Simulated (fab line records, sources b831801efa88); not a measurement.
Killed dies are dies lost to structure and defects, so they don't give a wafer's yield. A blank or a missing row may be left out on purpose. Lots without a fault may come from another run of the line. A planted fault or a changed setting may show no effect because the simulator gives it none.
Chamber matching | flow sfq_line | SFQ_TRILAYER_I0_CMP_CMP_028 on cmp-01: 4 sister chambers
The step polishes SiO2. 8 wafers are shown with their chamber, then 8 later ones without.

WAFERS WITH THEIR CHAMBER
wafer  | chamber | motor_current_A (A) | head_pressure_psi (psi)
L601.4 | 3       | 9.3                 | 3.006
L605.3 | 0       | 10.7                | 2.996
L613.3 | 0       | 10.9                | 2.997
L615.2 | 1       | 11.0                | 3.007
L616.1 | 2       | 10.2                | 3.001
L616.2 | 3       | 9.2                 | 3.012
L616.6 | 1       | 10.9                | 3.004
L619.1 | 2       | 9.5                 | 3.003

WAFERS WITHOUT THEIR CHAMBER
wafer  | motor_current_A (A) | head_pressure_psi (psi)
L619.2 | 9.4                 | 3.006
L619.5 | 11.1                | 3.009
L621.4 | 9.7                 | 3.001
L621.2 | 10.7                | 2.990
L621.3 | 9.4                 | 2.993
L623.1 | 9.9                 | 3.002
L623.3 | 11.1                | 3.001
L623.6 | 10.2                | 2.998

WHICH CHAMBER EACH WENT THROUGH
wafer  | from the rows above     | in truth
L619.2 | can't be placed: 3 or 2 | 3
L619.5 | 1                       | 1
L621.4 | 2                       | 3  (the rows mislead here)
L621.2 | 0                       | 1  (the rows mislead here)
L621.3 | can't be placed: 2 or 0 | 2
L623.1 | 2                       | 2
L623.3 | can't be placed: 1 or 0 | 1
L623.6 | can't be placed: 2 or 0 | 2
Placed correctly: 2 of 8. Can't be placed from these rows: 4 (the true chamber is among the candidates in 4). Placed wrongly: 2.
How it was worked out, from the rows above alone: a wafer's distance from a chamber is the root of the sum, over the readings, of the square of ((its reading less the chamber's mean) divided by the reading's scatter). The wafer belongs to the nearest chamber; if the next one is less than 2 further off, it can't be placed. A chamber's mean is the mean of its shown wafers. The scatter: the root of (the sum of the squares of (reading less its chamber's mean) over the shown wafers, divided by (wafers less chambers)).
